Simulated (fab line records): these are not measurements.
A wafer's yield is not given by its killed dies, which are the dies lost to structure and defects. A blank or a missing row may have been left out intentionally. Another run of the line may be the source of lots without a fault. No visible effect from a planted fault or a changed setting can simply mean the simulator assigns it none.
Struck lot and sound lot, side by side || flow sky130 || 43 steps out of a route of 708
Sound: wafers L141.2, L141.5, L141.6. Wafers L142.2, L142.5, L142.6 were the ones struck. At the end, the cause is stated.
Order at every step that has rows: each side's tool, ch and its chambers, its first start. Under that, the readings that differ: sound wafers || struck wafers || difference of the means || sigmas: that difference in standard deviations of wafers without a fault.
alike: same words and numbers on both sides, and readings whose means sit less than 2 such deviations apart. not compared: any withheld reading, any reading some wafer has no value for, any bound like >300 that may hide the same value, and any number with overlapping values for which the record gives no deviation.
Wherever a step has rows on one side only, a row that says differs or no value, or a row with sigmas, the two part there. When numbers do not overlap yet have no deviation, they are printed without sigmas and do not part them. A reading that every wafer of one side lacks parts them only if that side has two wafers or more.

first, 8 steps without rows for these wafers: SKY_LOCAL_INTERCONNECT_DEHYDRATE_03 (time 60 s); SKY_LOCAL_INTERCONNECT_HMDS_04 (prime time 60 s); SKY_LOCAL_INTERCONNECT_COAT_05 (resist thk 60 nm); SKY_LOCAL_INTERCONNECT_COAT_06 (resist thk 450 nm); SKY_LOCAL_INTERCONNECT_SOFTBAKE_07 (time 90 s); SKY_LOCAL_INTERCONNECT_EXPOSE_08 (exposes mask LI1M, target cd 170 nm); SKY_LOCAL_INTERCONNECT_PEB_09; SKY_LOCAL_INTERCONNECT_DEVELOP_10 (develop time 60 s).
SKY_LOCAL_INTERCONNECT_CD_MEAS_11: target cd 170 nm.
  sound on cdSem-02 at day 32 21:33; struck on cdSem-02 at day 33 12:51
  alike: cdNm
SKY_LOCAL_INTERCONNECT_OVL_MEAS_12:
  sound on overlay-02 at day 32 21:40; struck on overlay-02 at day 33 12:57
  alike: LOCAL_INTERCONNECT_OVL
SKY_LOCAL_INTERCONNECT_ETCH_13: etches BARC in N2/H2, stops on SiO2, time 45.9 s, target depth 60 nm.
  sound on rieMetal-03 ch 0,1, day 32 21:41; struck on rieMetal-04 ch 0,1, day 33 12:59
  alike: biasW, drypumpMotorCurrentA, n2FlowSccm, oesProductAu, throttleValvePct
  not compared: rfHoursCounterH
then, 1 step without rows for these wafers: SKY_LOCAL_INTERCONNECT_METAL_ETCH_14 (etches TiN in Cl2/BCl3, stops on PSG, target depth 110 nm, time 31.4 s).
SKY_LOCAL_INTERCONNECT_STRIP_15: strips in O2/N2.
  sound on plasmaAsher-04 ch 0,1, day 32 21:48; struck on plasmaAsher-02 ch 0,1, day 33 13:06
  alike: drypumpMotorCurrentA, n2FlowSccm, oesProductAu, stripTimeToEndpointS
  not compared: rfHoursCounterH
then, 3 steps without rows for these wafers: SKY_LOCAL_INTERCONNECT_STRIP_16 (strips in post etch residue remover, time 1200 s); SKY_LOCAL_INTERCONNECT_CLEAN_17 (cleans in IPA, time 180 s); SKY_LOCAL_INTERCONNECT_CLEAN_18 (cleans in O3/DIW).
SKY_CONTACT_CVD_00: deposits Si3N4, target thk 75 nm.
  sound on pecvd-01 ch 0,2, day 32 22:23; struck on pecvd-03 ch 0,1, day 33 13:46
  alike: heaterPowerW
SKY_CONTACT_THK_MEAS_01:
  sound on filmMetro-04 at day 32 22:26; struck on filmMetro-01 at day 33 13:48
  alike: CONTACT_CVD_00_THK
then, 1 step without rows for these wafers: SKY_CONTACT_HDPCVD_02 (deposits SiO2, target thk 565 nm, time 94.2 s).
SKY_CONTACT_THK_MEAS_03:
  sound on filmMetro-03 at day 32 22:34; struck on filmMetro-03 at day 33 13:56
  alike: CONTACT_HDPCVD_THK
SKY_CONTACT_CMP_04: polishes SiO2.
  sound on cmp-02 ch 0,3, day 32 22:40; struck on cmp-02 ch 0,3, day 33 14:02
  alike: motorCurrentA, platenRpm, slurryFlowMlMin, timeToEndpointS
SKY_CONTACT_BOW_MEAS_05:
  sound on filmMetro-04 at day 32 22:56; struck on filmMetro-04 at day 33 14:18
  alike: CONTACT_BOW
then, 8 steps without rows for these wafers: SKY_CONTACT_DEHYDRATE_06 (time 60 s); SKY_CONTACT_HMDS_07 (prime time 60 s); SKY_CONTACT_COAT_08 (resist thk 60 nm); SKY_CONTACT_COAT_09 (resist thk 450 nm); SKY_CONTACT_SOFTBAKE_10 (time 90 s); SKY_CONTACT_EXPOSE_11 (exposes mask CTM1, target cd 170 nm); SKY_CONTACT_PEB_12; SKY_CONTACT_DEVELOP_13 (develop time 60 s).
SKY_CONTACT_CD_MEAS_14: target cd 170 nm.
  sound on cdSem-02 at day 34 01:12; struck on cdSem-02 at day 34 17:06
  alike: cdNm
SKY_CONTACT_OVL_MEAS_15:
  sound on overlay-02 at day 34 01:19; struck on overlay-02 at day 34 17:13
{"reading": "CONTACT_OVL (nm)", "sound": "-7 3 0", "struck": "10 16 12", "difference": "+14", "sigmas": "+2"}
then, 2 steps without rows for these wafers: SKY_CONTACT_ETCH_16 (etches BARC in N2/H2, stops on SiO2, time 45.9 s, target depth 60 nm); SKY_CONTACT_ETCH_17 (etches SiO2 in C4F8/O2/Ar, stops on Si3N4, target depth 340 nm).
SKY_CONTACT_ETCH_18: etches Si3N4 in CHF3/O2, stops on TiN, time 39 s, target depth 75 nm.
  sound on rieDiel-02 ch 0,3; struck on rieDiel-01 ch 0,2
  alike: biasW, chf3FlowSccm, drypumpMotorCurrentA, oesProductAu, throttleValvePct
  not compared: rfHoursCounterH
then, 5 steps without rows for these wafers: SKY_CONTACT_STRIP_19 (strips in O2/N2); SKY_CONTACT_STRIP_20 (strips in post etch residue remover, time 1200 s); SKY_CONTACT_CLEAN_21 (cleans in IPA, time 180 s); SKY_CONTACT_CLEAN_22 (cleans in O3/DIW); SKY_CONTACT_SPUTTER_23 (material TiN, target thk 20 nm, time 80 s).
SKY_CONTACT_CVD_24: deposits W, target thk 340 nm, time 102.12 s.
  sound on cvdW-02 ch 1, day 34 02:38; struck on cvdW-02 ch 0,1, day 34 18:01
  alike: heaterPowerW
SKY_CONTACT_RS_MEAS_25: measures by four-point-probe.
  sound on filmMetro-01 at day 34 02:50; struck on filmMetro-03 at day 34 18:09
  alike: CONTACT_W_RS
-- the record jumps here: 13 days lie between the struck wafers' starts before and after (it left off in module CONTACT and takes up again in module PAD_OPEN, whose first step shown is number 708 of the route) --
SKY_PAD_OPEN_PROBE_99:
  sound on prober-01 at day 47 18:41; struck on prober-02 at day 48 05:18
{"reading": "killedAtContacts", "sound": "20 21 20", "struck": "64 73 67", "difference": "+48", "sigmas": "+8"}
{"reading": "killedDies", "sound": "70 93 103", "struck": "122 118 133", "difference": "+36", "sigmas": "+4"}
  alike: killed_at_M0_to_M3, killed_at_M4_up, killedAtFrontEnd, killedAtOther, killedOpen, killedShort

== WHERE THEY PART ==
Earliest at SKY_CONTACT_OVL_MEAS_15; latest, in this record, at SKY_PAD_OPEN_PROBE_99.

WHY: what had been put in by the simulator
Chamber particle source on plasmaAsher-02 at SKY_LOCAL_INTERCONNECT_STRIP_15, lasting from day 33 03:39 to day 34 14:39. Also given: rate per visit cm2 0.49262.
